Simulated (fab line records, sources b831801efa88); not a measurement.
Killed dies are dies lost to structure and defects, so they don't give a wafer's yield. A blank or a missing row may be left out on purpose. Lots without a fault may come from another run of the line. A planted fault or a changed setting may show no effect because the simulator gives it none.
Which tool did it? | flow sky130 | 7 lots, 21 wafers sampled, at 4 steps of a route of 708

WHAT THE GAUGES READ, wafer by wafer
SKY_VT_ADJUST_LVTN_TW_MEAS_21.
lot  | measured     | on            | VT_ADJUST_LVTN_2_TW
L111 | day 8 12:40  | film_metro-04 | 30.3 30.3 30.3
L113 | day 9 06:00  | film_metro-04 | 30.3 30.1 30.1
L121 | day 11 13:55 | film_metro-04 | 189.4 189.7 189.8
L124 | day 12 10:24 | film_metro-01 | 190.4 190.4 190.6
L126 | day 12 21:22 | film_metro-04 | 189.7 189.4 189.9
L128 | day 13 08:40 | film_metro-02 | 188.8 188.2 188.3
L130 | day 14 17:34 | film_metro-04 | 189.9 189.0 189.5

WHICH TOOL RAN EACH LOT (tool, then ch and the chambers of the sampled wafers, then the start)
lot  | SKY_FIELD_ISO_CMP_27         | SKY_VT_ADJUST_LVTN_STRIP_09          | SKY_VT_ADJUST_LVTN_STRIP_20
L111 | cmp-02 ch 2,3, day 3 01:35   | plasma_asher-01 ch 0,1, day 7 17:13  | plasma_asher-04 ch 1, day 8 12:34
L113 | cmp-02 ch 1,2,3, day 3 10:22 | plasma_asher-01 ch 1, day 8 08:25    | plasma_asher-01 ch 0,1, day 9 05:54
L121 | cmp-01 ch 0,3, day 5 07:21   | plasma_asher-01 ch 0,1, day 10 14:13 | plasma_asher-01 ch 1, day 11 13:49
L124 | cmp-02 ch 0,1, day 6 00:28   | plasma_asher-04 ch 0,1, day 11 09:34 | plasma_asher-01 ch 0,1, day 12 10:18
L126 | cmp-02 ch 0,1,2, day 6 09:28 | plasma_asher-01 ch 1, day 11 20:09   | plasma_asher-01 ch 0,1, day 12 21:16
L128 | cmp-02 ch 0,2, day 6 19:06   | plasma_asher-03 ch 0,1, day 12 07:13 | plasma_asher-01 ch 0,1, day 13 08:34
L130 | cmp-01 ch 1,2,3, day 7 13:29 | plasma_asher-03 ch 0,1, day 13 14:45 | plasma_asher-03 ch 0,1, day 14 17:28
- SKY_FIELD_ISO_CMP_27: polishes, stops on Si3N4, t overpolish 16 s, target thk 457.8 nm.
- SKY_VT_ADJUST_LVTN_STRIP_09: strips in O2/N2.
- SKY_VT_ADJUST_LVTN_STRIP_20: strips in O2/N2.

THE ANSWER, worked out from the rows above alone
Rule: what is usual is taken from the lots themselves. Put in order of their means at a reading, lots are off if they are a third of the lots or fewer, leave a main group of 4 or more, and stand apart from it by a gap of 3 or more times the standard deviation of the main group's means; of several such gaps the widest counts. A main group whose means are all the same, to the digits that the tables above print for the reading, isn't used. A lot without any number at a reading at which 4 lots or more have one is off too. The other lots that the step has rows for count as sound.
Off: L111, L113, at SKY_VT_ADJUST_LVTN_TW_MEAS_21 (VT_ADJUST_LVTN_2_TW). The main group: mean 189.5, standard deviation 0.65.
A tool fits if, at a process step before that reading, it ran every lot that is off, and no sound lot after the first of them. The gauges at SKY_VT_ADJUST_LVTN_TW_MEAS_21 are tried like those tools. None of those tried fits.

WHAT THE SIMULATOR HAD PUT IN
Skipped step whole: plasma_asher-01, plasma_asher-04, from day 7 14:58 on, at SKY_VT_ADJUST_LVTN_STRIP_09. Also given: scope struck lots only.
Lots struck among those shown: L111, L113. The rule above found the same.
